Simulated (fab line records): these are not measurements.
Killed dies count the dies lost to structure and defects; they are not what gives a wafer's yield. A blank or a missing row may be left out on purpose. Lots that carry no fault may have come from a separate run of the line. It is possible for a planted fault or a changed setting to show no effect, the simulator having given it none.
fab line records -- flow gf180mcu -- part 1 of 2: steps 1 to 42 of 43
[record] lots = 6, wafers = 18, last_day = 33
route steps=602 shown M4@468 V4@476 MIM@503 PASSIVATION@602
lots that met no fault: from a run of the same line without faults
start_h: hours from the record's first day to the start of the lot's first wafer shown -- wait_h: hours since the lot's step before -- " same as the row above -- L1.1+2: several wafers, shown together as one row -- - either no value or no given start -- * or withheld: withheld -- < > ~ a bound
route shown NAME@n: NAME is a module with steps in the file, n the number in the route of the first one -- usual: mean/standard deviation taken from wafers without a fault -- same: alike in all rows -- chamber/n: place in a boat -- sites: the reading at each site -- _std_site: how widely they spread, as a standard deviation -- _edge_site: the outer-site mean with the inner-site mean subtracted -- radius_mm: for every site, how far away it sits from the centre of the wafer -- mask NAME#n: copy n -- behind: tool/chamber where the wafer was last shaped -- hold: why the lot went on hold/how many hours it stayed there/how the hold came to an end -- device: whichever transistor did not switch (one of n, p or np) -- end of line: at the end of the route, the tests of the same wafers -- a step without rows: its recipe alone -- killed: not the wafer's yield, but the dies lost to structure and defects at the first sort -- map: per-die view of a wafer (x killed, . not killed, _ where there is no die)
set.NAME: setting as actually run; set.NAME@STEP: the setting as run at that earlier step -- model.NAME: the simulator's own value behind a step, which no gauge read
a table for each step, a row for each wafer; lots at some steps of the route
services: a tool's chamber out of use, with start hour (start_h, from the record's first day; less than 0 if before it), hours out, and reason
[[steps]]
[step GF_M4_PEB_12]
[recipe] peb_temp_c = 135, peb_time_s = 90, resist = KrF
[step GF_M4_DEVELOP_13]
[recipe] develop_time_s = 60, dev_temp_c = 21
[step GF_M4_CD_MEAS_14]
[recipe] target_cd_nm = 280
[usual] cd_nm = 279.7/1.1
lot.wafer,tool,chamber,start_h,wait_h,cd_nm
L812.1,cd_sem-02,-,564.07,0.1,280.8
L812.5,cd_sem-02,-,564.07,0.1,279.4
L812.6,cd_sem-02,-,564.07,0.1,280.3
L816.1,cd_sem-01,-,598.72,0.1,279.5
L816.3,cd_sem-01,-,598.72,0.1,279.5
L816.5,cd_sem-01,-,598.72,0.1,280.3
L823.1,cd_sem-01,-,648.22,0.1,276.9
L823.4,cd_sem-01,-,648.22,0.1,280.3
L823.5,cd_sem-01,-,648.22,0.1,280.0
L825.2,cd_sem-02,-,657.04,0.1,280.9
L825.5,cd_sem-02,-,657.04,0.1,280.8
L825.6,cd_sem-02,-,657.04,0.1,279.4
L826.2,cd_sem-01,-,661.37,0.1,278.0
L826.5,cd_sem-01,-,661.37,0.1,279.4
L826.6,cd_sem-01,-,661.37,0.1,279.4
L830.1,cd_sem-02,-,689.15,0.1,278.9
L830.2,cd_sem-02,-,689.15,0.1,280.0
L830.5,cd_sem-02,-,689.15,0.1,279.1
[step GF_M4_OVL_MEAS_15]
[usual] M4_OVL = 1/4.9
lot.wafer,tool,chamber,start_h,wait_h,M4_OVL[nm]
L812.1,overlay-01,-,564.19,0.1,-1
L812.5,overlay-01,-,564.19,0.1,1
L812.6,overlay-01,-,564.19,0.1,-3
L816.1,overlay-02,-,598.84,0.1,10
L816.3,overlay-02,-,598.84,0.1,9
L816.5,overlay-02,-,598.84,0.1,15
L823.1,overlay-01,-,648.34,0.1,3
L823.4,overlay-01,-,648.34,0.1,3
L823.5,overlay-01,-,648.34,0.1,3
L825.2,overlay-01,-,657.14,0.1,-1
L825.5,overlay-01,-,657.14,0.1,1
L825.6,overlay-01,-,657.14,0.1,-5
L826.2,overlay-01,-,661.48,0.1,-3
L826.5,overlay-01,-,661.48,0.1,-4
L826.6,overlay-01,-,661.48,0.1,-9
L830.1,overlay-02,-,689.27,0.1,-3
L830.2,overlay-02,-,689.27,0.1,4
L830.5,overlay-02,-,689.27,0.1,1
[step GF_M4_METAL_ETCH_16]
[recipe] chemistry = Cl2/BCl3, mask_material = KrF, target_depth_nm = 627.5, stop_on = SiO2, pressure_mtorr = 8, icp_w = 800, bias_w = 140, Cl2_flow_sccm = 80, bcl3_flow_sccm = 40, time_s = 104.6
[step GF_M4_STRIP_17]
[recipe] chemistry = O2/N2, power_w = 1400, pressure_mtorr = 1500, platen_temp_c = 250, o2_flow_sccm = 3000, n2_flow_sccm = 300, overash_fraction = 0.5
[step GF_M4_STRIP_18]
[recipe] chemistry = post_etch_residue_remover, time_s = 1200, temp_c = 72.5
[step GF_M4_CLEAN_19]
[recipe] chemistry = DIW, dry = n2_spin
[step GF_V4_CVD_00]
[recipe] material = SiO2, target_thk_nm = 600, sigma_open_frac = 0.3, temp_c = 400, time_s = 100, sih4_flow_sccm = 60, pressure_mtorr = 6
[step GF_V4_THK_MEAS_01]
[recipe] reads = SiO2_of_V4_CVD_00
[usual] V4_CVD_00_THK = 600/6.2
lot.wafer,tool,chamber,start_h,wait_h,V4_CVD_00_THK[nm]
L812.1,film_metro-03,-,564.97,0.0,598
L812.5,film_metro-03,-,564.97,0.0,597
L812.6,film_metro-03,-,564.97,0.0,603
L816.1,film_metro-01,-,599.60,0.0,604
L816.3,film_metro-01,-,599.60,0.0,604
L816.5,film_metro-01,-,599.60,0.0,597
L823.1,film_metro-04,-,649.09,0.0,606
L823.4,film_metro-04,-,649.09,0.0,605
L823.5,film_metro-04,-,649.09,0.0,602
L825.2,film_metro-03,-,657.90,0.0,598
L825.5,film_metro-03,-,657.90,0.0,606
L825.6,film_metro-03,-,657.90,0.0,595
L826.2,film_metro-04,-,662.24,0.0,606
L826.5,film_metro-04,-,662.24,0.0,596
L826.6,film_metro-04,-,662.24,0.0,588
L830.1,film_metro-01,-,690.03,0.0,610
L830.2,film_metro-01,-,690.03,0.0,608
L830.5,film_metro-01,-,690.03,0.0,610
[step GF_V4_CVD_02]
[recipe] material = SiO2, target_thk_nm = 850, precursor = TEOS, temp_c = 400, time_s = 94.851, rf_w = 600
[step GF_V4_THK_MEAS_03]
[recipe] reads = SiO2_of_V4_CVD_02
[usual] V4_CVD_02_THK = 851/11
lot.wafer,tool,chamber,start_h,wait_h,V4_CVD_02_THK[nm]
L812.1,film_metro-04,-,565.13,0.1,846
L812.5,film_metro-04,-,565.13,0.1,877
L812.6,film_metro-04,-,565.13,0.1,847
L816.1,film_metro-04,-,599.73,0.0,846
L816.3,film_metro-04,-,599.73,0.0,850
L816.5,film_metro-04,-,599.73,0.0,859
L823.1,film_metro-03,-,649.22,0.0,837
L823.4,film_metro-03,-,649.22,0.0,854
L823.5,film_metro-03,-,649.22,0.0,856
L825.2,film_metro-04,-,658.03,0.0,852
L825.5,film_metro-04,-,658.03,0.0,868
L825.6,film_metro-04,-,658.03,0.0,869
L826.2,film_metro-01,-,662.37,0.0,842
L826.5,film_metro-01,-,662.37,0.0,856
L826.6,film_metro-01,-,662.37,0.0,857
L830.1,film_metro-03,-,690.16,0.0,847
L830.2,film_metro-03,-,690.16,0.0,856
L830.5,film_metro-03,-,690.16,0.0,872
[step GF_V4_CMP_04]
[recipe] material = SiO2, down_force_psi = 4, platen_rpm = 60, pad_velocity_m_s = 0.94248
[usual] motor_current_A = 12.5/0.64, time_to_endpoint_s = 79/7.1
lot.wafer,tool,chamber,start_h,wait_h,motor_current_A,time_to_endpoint_s
L812.1,cmp-02,3,565.19,0.1,12.7,89
L812.6,cmp-02,3,565.19,0.1,12.4,89
L812.5,cmp-02,0,565.19,0.1,13.1,105
L816.3,cmp-01,0,599.79,0.0,12.2,74
L816.1,cmp-01,3,599.79,0.0,12.3,75
L816.5,cmp-01,0,599.79,0.0,12.6,73
L823.1,cmp-01,1,649.38,0.1,12.2,73
L823.4,cmp-01,2,649.38,0.1,12.1,80
L823.5,cmp-01,0,649.38,0.1,12.3,75
L825.2,cmp-02,1,658.13,0.1,12.0,79
L825.6,cmp-02,0,658.13,0.1,13.0,95
L825.5,cmp-02,1,658.13,0.1,10.9,89
L826.2,cmp-02,3,662.52,0.1,12.1,79
L826.5,cmp-02,1,662.52,0.1,11.3,79
L826.6,cmp-02,2,662.52,0.1,13.9,81
L830.1,cmp-01,2,690.36,0.2,12.8,77
L830.2,cmp-01,1,690.36,0.2,12.4,78
L830.5,cmp-01,2,690.36,0.2,11.9,90
[step GF_V4_BOW_MEAS_05]
[recipe] mode = bow
[usual] V4_BOW = 137/8.8
lot.wafer,tool,chamber,start_h,wait_h,V4_BOW[um]
L812.1,film_metro-01,-,565.49,0.2,107
L812.5,film_metro-01,-,565.49,0.2,126
L812.6,film_metro-01,-,565.49,0.2,113
L816.1,film_metro-01,-,600.09,0.1,132
L816.3,film_metro-01,-,600.09,0.1,131
L816.5,film_metro-01,-,600.09,0.1,143
L823.1,film_metro-04,-,649.58,0.1,133
L823.4,film_metro-04,-,649.58,0.1,139
L823.5,film_metro-04,-,649.58,0.1,137
L825.2,film_metro-03,-,658.40,0.2,139
L825.5,film_metro-03,-,658.40,0.2,154
L825.6,film_metro-03,-,658.40,0.2,144
L826.2,film_metro-03,-,662.74,0.2,124
L826.5,film_metro-03,-,662.74,0.2,130
L826.6,film_metro-03,-,662.74,0.2,138
L830.1,film_metro-04,-,690.66,0.2,128
L830.2,film_metro-04,-,690.66,0.2,146
L830.5,film_metro-04,-,690.66,0.2,153
[step GF_V4_DEHYDRATE_06]
[recipe] temp_c = 200, time_s = 60
[step GF_V4_HMDS_07]
[recipe] prime_time_s = 60, prime_temp_c = 120
[step GF_V4_COAT_08]
[recipe] resist = BARC, temp_c = withheld, time_s = withheld, spin_rpm = withheld, resist_thk_nm = withheld
[step GF_V4_COAT_09]
[recipe] resist = KrF, spin_rpm = withheld, resist_thk_nm = 1000
[step GF_V4_SOFTBAKE_10]
[recipe] temp_c = 130, time_s = 60, resist = KrF
[step GF_V4_EXPOSE_11]
[recipe] mask_id = Via4, target_cd_nm = 260, na = 0.68, source_shape = conventional, sigma_outer = 0.6, dose_mj = 38
[step GF_V4_PEB_12]
[recipe] peb_temp_c = 135, peb_time_s = 90, resist = KrF
[step GF_V4_DEVELOP_13]
[recipe] develop_time_s = 60, resist = KrF, dev_temp_c = 21
[step GF_V4_CD_MEAS_14]
[recipe] target_cd_nm = 260
[usual] cd_nm = 259.7/1.3
lot.wafer,tool,chamber,start_h,wait_h,cd_nm
L812.1,cd_sem-02,-,584.62,0.1,260.1
L812.5,cd_sem-02,-,584.62,0.1,260.3
L812.6,cd_sem-02,-,584.62,0.1,259.7
L816.1,cd_sem-02,-,621.72,0.1,260.7
L816.3,cd_sem-02,-,621.72,0.1,260.6
L816.5,cd_sem-02,-,621.72,0.1,262.6
L823.1,cd_sem-02,-,669.85,0.1,260.5
L823.4,cd_sem-02,-,669.85,0.1,259.8
L823.5,cd_sem-02,-,669.85,0.1,261.0
L825.2,cd_sem-02,-,678.54,0.1,259.2
L825.5,cd_sem-02,-,678.54,0.1,259.6
L825.6,cd_sem-02,-,678.54,0.1,259.6
L826.2,cd_sem-01,-,682.13,0.1,260.4
L826.5,cd_sem-01,-,682.13,0.1,260.8
L826.6,cd_sem-01,-,682.13,0.1,260.8
L830.1,cd_sem-02,-,710.37,0.1,260.4
L830.2,cd_sem-02,-,710.37,0.1,261.4
L830.5,cd_sem-02,-,710.37,0.1,261.3
[step GF_V4_OVL_MEAS_15]
[usual] V4_OVL = 1/5.8
lot.wafer,tool,chamber,start_h,wait_h,V4_OVL[nm]
L812.1,overlay-01,-,584.74,0.1,-11
L812.5,overlay-01,-,584.74,0.1,-10
L812.6,overlay-01,-,584.74,0.1,-9
L816.1,overlay-01,-,621.84,0.1,7
L816.3,overlay-01,-,621.84,0.1,2
L816.5,overlay-01,-,621.84,0.1,8
L823.1,overlay-01,-,669.97,0.1,2
L823.4,overlay-01,-,669.97,0.1,2
L823.5,overlay-01,-,669.97,0.1,-2
L825.2,overlay-02,-,678.65,0.1,7
L825.5,overlay-02,-,678.65,0.1,0
L825.6,overlay-02,-,678.65,0.1,3
L826.2,overlay-01,-,682.24,0.1,-1
L826.5,overlay-01,-,682.24,0.1,-3
L826.6,overlay-01,-,682.24,0.1,0
L830.1,overlay-01,-,710.49,0.1,-3
L830.2,overlay-01,-,710.49,0.1,-1
L830.5,overlay-01,-,710.49,0.1,0
[step GF_V4_ETCH_16]
[recipe] chemistry = N2/H2, target_depth_a = withheld, overetch_a = withheld, time_s = withheld, target = BARC, ion_energy_ev = 200, source_w = 500, bias_w = 100, pressure_mtorr = 30, n2_flow_sccm = 100, h2_flow_sccm = 200
[usual] drypump_motor_current_A = 6.0/0.43, oes_product_au = 0.855/0.0046, throttle_valve_pct = 13.224/0.01
lot.wafer,tool,chamber,start_h,wait_h,drypump_motor_current_A,oes_product_au,throttle_valve_pct
L812.1,rie_diel-01,3,584.78,0.0,6.8,0.860,13.225
L812.5,rie_diel-01,1,584.78,0.0,6.0,0.857,13.207
L812.6,rie_diel-01,3,584.78,0.0,6.8,0.855,13.213
L816.1,rie_diel-01,3,621.88,0.0,6.8,0.851,13.234
L816.3,rie_diel-01,0,621.88,0.0,5.5,0.856,13.223
L816.5,rie_diel-01,1,621.88,0.0,6.0,0.851,13.236
L823.1,rie_diel-04,0,670.01,0.0,5.2,0.851,13.226
L823.4,rie_diel-04,3,670.01,0.0,5.8,0.853,13.236
L823.5,rie_diel-04,2,670.01,0.0,6.1,0.859,13.245
L825.2,rie_diel-02,2,678.68,0.0,5.9,0.852,13.215
L825.5,rie_diel-02,1,678.68,0.0,6.3,0.853,13.205
L825.6,rie_diel-02,2,678.68,0.0,5.9,0.859,13.230
L826.2,rie_diel-01,1,682.27,0.0,6.0,0.856,13.240
L826.5,rie_diel-01,0,682.27,0.0,5.5,0.849,13.220
L826.6,rie_diel-01,1,682.27,0.0,6.0,0.851,13.228
L830.1,rie_diel-04,1,710.53,0.0,5.9,0.854,13.229
L830.2,rie_diel-04,2,710.53,0.0,6.1,0.860,13.219
L830.5,rie_diel-04,0,710.53,0.0,5.2,0.850,13.222
[step GF_V4_ETCH_17]
[recipe] chemistry = C4F8/O2/Ar, mask_material = KrF, target = SiO2, stop_on = TiN, source_w = 1455, bias_w = 1200, pressure_mtorr = 40, c4f8_flow_sccm = withheld, O2_flow_sccm = 6, Ar_flow_sccm = 300, time_s = withheld, target_depth_a = 6300
[step GF_V4_STRIP_18]
[recipe] chemistry = O2/N2, power_w = 1400, pressure_mtorr = 1500, platen_temp_c = 250, o2_flow_sccm = 3000, n2_flow_sccm = 300, overash_fraction = 0.5
[step GF_V4_STRIP_19]
[recipe] chemistry = post_etch_residue_remover, time_s = 1200, temp_c = 72.5
[step GF_V4_CLEAN_20]
[recipe] chemistry = DIW, dry = n2_spin
[step GF_V4_SPUTTER_21]
[recipe] material = Ti, target_thk_nm = 15, chamber_pressure_pa = 5, power_w = 2500, substrate_temp_c = 200, time_s = 80.02
[step GF_V4_SPUTTER_22]
[recipe] material = TiN, target_thk_nm = 10, chamber_pressure_pa = 5, power_w = 4000, time_s = 40
[usual] throttle_valve_pct = 29.7/1.1
lot.wafer,tool,chamber,start_h,wait_h,throttle_valve_pct
L812.1,pvd_sputter-03,-,585.50,0.0,27.3
L812.5,pvd_sputter-03,-,585.50,0.0,29.8
L812.6,pvd_sputter-03,-,585.50,0.0,28.6
L816.1,pvd_sputter-02,-,622.60,0.0,29.9
L816.3,pvd_sputter-02,-,622.60,0.0,30.1
L816.5,pvd_sputter-02,-,622.60,0.0,29.4
L823.1,pvd_sputter-03,-,670.74,0.0,29.5
L823.4,pvd_sputter-03,-,670.74,0.0,27.6
L823.5,pvd_sputter-03,-,670.74,0.0,28.8
L825.2,pvd_sputter-02,-,679.40,0.0,30.0
L825.5,pvd_sputter-02,-,679.40,0.0,30.4
L825.6,pvd_sputter-02,-,679.40,0.0,30.6
L826.2,pvd_sputter-03,-,683.00,0.0,27.6
L826.5,pvd_sputter-03,-,683.00,0.0,31.5
L826.6,pvd_sputter-03,-,683.00,0.0,29.8
L830.1,pvd_sputter-03,-,711.25,0.0,27.7
L830.2,pvd_sputter-03,-,711.25,0.0,29.7
L830.5,pvd_sputter-03,-,711.25,0.0,28.7
[step GF_V4_CVD_23]
[recipe] material = W, target_thk_nm = 350, time_s = 104.9, temp_c = 400, pressure_torr = 40
[step GF_V4_RS_MEAS_24]
[recipe] thk_meas_gauge = four-point-probe, reads = W_of_V4_CVD_23+TiN_of_V4_SPUTTER_22+Ti_of_V4_SPUTTER_21
[usual] V4_W_RS = 0.324/0.0042
lot.wafer,tool,chamber,start_h,wait_h,V4_W_RS[ohm/sq]
L812.1,film_metro-01,-,585.65,0.1,0.329
L812.5,film_metro-01,-,585.65,0.1,0.326
L812.6,film_metro-01,-,585.65,0.1,0.323
L816.1,film_metro-01,-,622.75,0.1,0.329
L816.3,film_metro-01,-,622.75,0.1,0.331
L816.5,film_metro-01,-,622.75,0.1,0.328
L823.1,film_metro-04,-,670.89,0.1,0.321
L823.4,film_metro-04,-,670.89,0.1,0.325
L823.5,film_metro-04,-,670.89,0.1,0.322
L825.2,film_metro-01,-,679.57,0.1,0.335
L825.5,film_metro-01,-,679.57,0.1,0.328
L825.6,film_metro-01,-,679.57,0.1,0.337
L826.2,film_metro-04,-,683.17,0.1,0.325
L826.5,film_metro-04,-,683.17,0.1,0.322
L826.6,film_metro-04,-,683.17,0.1,0.321
L830.1,film_metro-03,-,711.40,0.1,0.327
L830.2,film_metro-03,-,711.40,0.1,0.325
L830.5,film_metro-03,-,711.40,0.1,0.323
[step GF_V4_THK_MEAS_25]
[recipe] thk_meas_gauge = xrf, reads = W_of_V4_CVD_23
[usual] V4_W_THK = 363/5.9
lot.wafer,tool,chamber,start_h,wait_h,V4_W_THK[nm]
L812.1,film_metro-01,-,585.77,0.1,356
L812.5,film_metro-01,-,585.77,0.1,360
L812.6,film_metro-01,-,585.77,0.1,365
L816.1,film_metro-01,-,622.87,0.1,354
L816.3,film_metro-01,-,622.87,0.1,352
L816.5,film_metro-01,-,622.87,0.1,354
L823.1,film_metro-04,-,671.01,0.1,363
L823.4,film_metro-04,-,671.01,0.1,361
L823.5,film_metro-04,-,671.01,0.1,363
L825.2,film_metro-01,-,679.68,0.1,350
L825.5,film_metro-01,-,679.68,0.1,358
L825.6,film_metro-01,-,679.68,0.1,350
L826.2,film_metro-04,-,683.28,0.1,363
L826.5,film_metro-04,-,683.28,0.1,364
L826.6,film_metro-04,-,683.28,0.1,366
L830.1,film_metro-03,-,711.52,0.1,366
L830.2,film_metro-03,-,711.52,0.1,368
L830.5,film_metro-03,-,711.52,0.1,370
[step GF_V4_CMP_26]
[recipe] stop_on = SiO2, down_force_psi = 3.5, platen_rpm = 60, t_overpolish_s = 15, target_thk_nm = 0, pad_velocity_m_s = 0.94248
[usual] motor_current_A = 11.5/0.61, overpolish_run_s = 14.999/0.0085, time_to_endpoint_s = 84/3.6
lot.wafer,tool,chamber,start_h,wait_h,motor_current_A,overpolish_run_s,time_to_endpoint_s
L812.1,cmp-01,3,585.88,0.1,11.1,14.999,82
L812.5,cmp-01,2,585.88,0.1,11.2,15.001,85
L812.6,cmp-01,3,585.88,0.1,10.9,14.991,80
L816.1,cmp-01,3,622.98,0.1,10.8,15.005,79
L816.3,cmp-01,1,622.98,0.1,11.3,14.988,79
L816.5,cmp-01,2,622.98,0.1,11.3,15.005,79
L823.4,cmp-02,2,671.12,0.1,12.9,15.006,85
L823.1,cmp-02,1,671.12,0.1,10.3,14.981,84
L823.5,cmp-02,3,671.12,0.1,11.8,15.005,91
L825.2,cmp-01,1,680.03,0.3,11.3,14.986,78
L825.6,cmp-01,3,680.03,0.3,11.5,14.992,79
L825.5,cmp-01,0,680.03,0.3,12.0,14.993,76
L826.2,cmp-01,2,683.62,0.3,10.5,14.987,83
L826.6,cmp-01,2,683.62,0.3,11.2,15.002,82
L826.5,cmp-01,3,683.62,0.3,11.2,14.991,83
L830.1,cmp-01,1,711.63,0.1,11.1,14.997,82
L830.2,cmp-01,3,711.63,0.1,11.2,14.999,84
L830.5,cmp-01,1,711.63,0.1,11.1,14.995,84
[step GF_MIM_SPUTTER_00]
[recipe] material = Ti, target_thk_nm = 37.5, arriving_ion_energy_ev = 80, substrate_temp_c = 200, chamber_pressure_pa = 2, power_w = 4000, time_s = 150
[step GF_MIM_SPUTTER_01]
[recipe] material = TiN, target_thk_nm = 30, power_w = 6500, time_s = 25, chamber_pressure_pa = 0.4
[step GF_MIM_SPUTTER_02]
[recipe] material = AlCu, target_thk_nm = 450, power_w = 10600, time_s = 23.9, chamber_pressure_pa = 0.4
[step GF_MIM_SPUTTER_03]
[recipe] material = Ti, target_thk_nm = 10, substrate_temp_c = 300, chamber_pressure_pa = 0.3, power_w = 3000, time_s = 6.7
[step GF_MIM_SPUTTER_04]
[recipe] material = TiN, target_thk_nm = 50, power_w = 6500, time_s = 41.7, chamber_pressure_pa = 0.4
[usual] throttle_valve_pct = 29.7/1.2
lot.wafer,tool,chamber,start_h,wait_h,throttle_valve_pct
L812.1,pvd_sputter-01,-,586.31,0.0,30.4
L812.5,pvd_sputter-01,-,586.31,0.0,30.4
L812.6,pvd_sputter-01,-,586.31,0.0,30.4
L816.1,pvd_sputter-01,-,623.41,0.0,31.0
L816.3,pvd_sputter-01,-,623.41,0.0,30.1
L816.5,pvd_sputter-01,-,623.41,0.0,31.2
L823.1,pvd_sputter-04,-,671.60,0.0,30.1
L823.4,pvd_sputter-04,-,671.60,0.0,29.3
L823.5,pvd_sputter-04,-,671.60,0.0,27.8
L825.2,pvd_sputter-04,-,680.41,0.0,29.3
L825.5,pvd_sputter-04,-,680.41,0.0,27.6
L825.6,pvd_sputter-04,-,680.41,0.0,30.2
L826.2,pvd_sputter-04,-,684.10,0.0,30.6
L826.5,pvd_sputter-04,-,684.10,0.0,30.3
L826.6,pvd_sputter-04,-,684.10,0.0,27.6
L830.1,pvd_sputter-03,-,712.06,0.0,29.5
L830.2,pvd_sputter-03,-,712.06,0.0,31.3
L830.5,pvd_sputter-03,-,712.06,0.0,27.6
[step GF_MIM_CVD_05]
[recipe] material = Si3N4, target_thk_nm = 42, temp_max_c = 400, temp_c = 385, time_s = 29.086, rf_w = 450
[usual] heater_power_w = 655/90
lot.wafer,tool,chamber,start_h,wait_h,heater_power_w
L812.1,pecvd-04,0,586.35,0.0,552
L812.5,pecvd-04,1,586.35,0.0,543
L812.6,pecvd-04,0,586.35,0.0,563
L816.1,pecvd-04,0,623.45,0.0,601
L816.3,pecvd-04,1,623.45,0.0,577
L816.5,pecvd-04,1,623.45,0.0,572
L823.1,pecvd-01,1,671.64,0.0,737
L823.4,pecvd-01,1,671.64,0.0,779
L823.5,pecvd-01,0,671.64,0.0,628
L825.2,pecvd-01,2,680.45,0.0,709
L825.5,pecvd-01,2,680.45,0.0,709
L825.6,pecvd-01,0,680.45,0.0,657
L826.2,pecvd-04,0,684.14,0.0,549
L826.5,pecvd-04,1,684.14,0.0,583
L826.6,pecvd-04,0,684.14,0.0,550
L830.1,pecvd-04,2,712.10,0.0,720
L830.2,pecvd-04,0,712.10,0.0,583
L830.5,pecvd-04,0,712.10,0.0,583
[step GF_MIM_THK_MEAS_06]
[recipe] reads = Si3N4_of_MIM_CVD_05
[usual] MIM_CVD_05_THK = 42.0/0.62
lot.wafer,tool,chamber,start_h,wait_h,MIM_CVD_05_THK[nm]
L812.1,film_metro-01,-,586.39,0.0,41.8
L812.5,film_metro-01,-,586.39,0.0,41.1
L812.6,film_metro-01,-,586.39,0.0,42.4
L816.1,film_metro-02,-,623.49,0.0,42.2
L816.3,film_metro-02,-,623.49,0.0,40.9
L816.5,film_metro-02,-,623.49,0.0,42.3
L823.1,film_metro-04,-,671.67,0.0,41.7
L823.4,film_metro-04,-,671.67,0.0,41.5
L823.5,film_metro-04,-,671.67,0.0,42.5
L825.2,film_metro-01,-,680.49,0.0,41.6
L825.5,film_metro-01,-,680.49,0.0,43.3
L825.6,film_metro-01,-,680.49,0.0,42.7
L826.2,film_metro-02,-,684.19,0.0,42.3
L826.5,film_metro-02,-,684.19,0.0,41.8
L826.6,film_metro-02,-,684.19,0.0,43.0
L830.1,film_metro-04,-,712.13,0.0,40.6
L830.2,film_metro-04,-,712.13,0.0,41.4
L830.5,film_metro-04,-,712.13,0.0,42.5
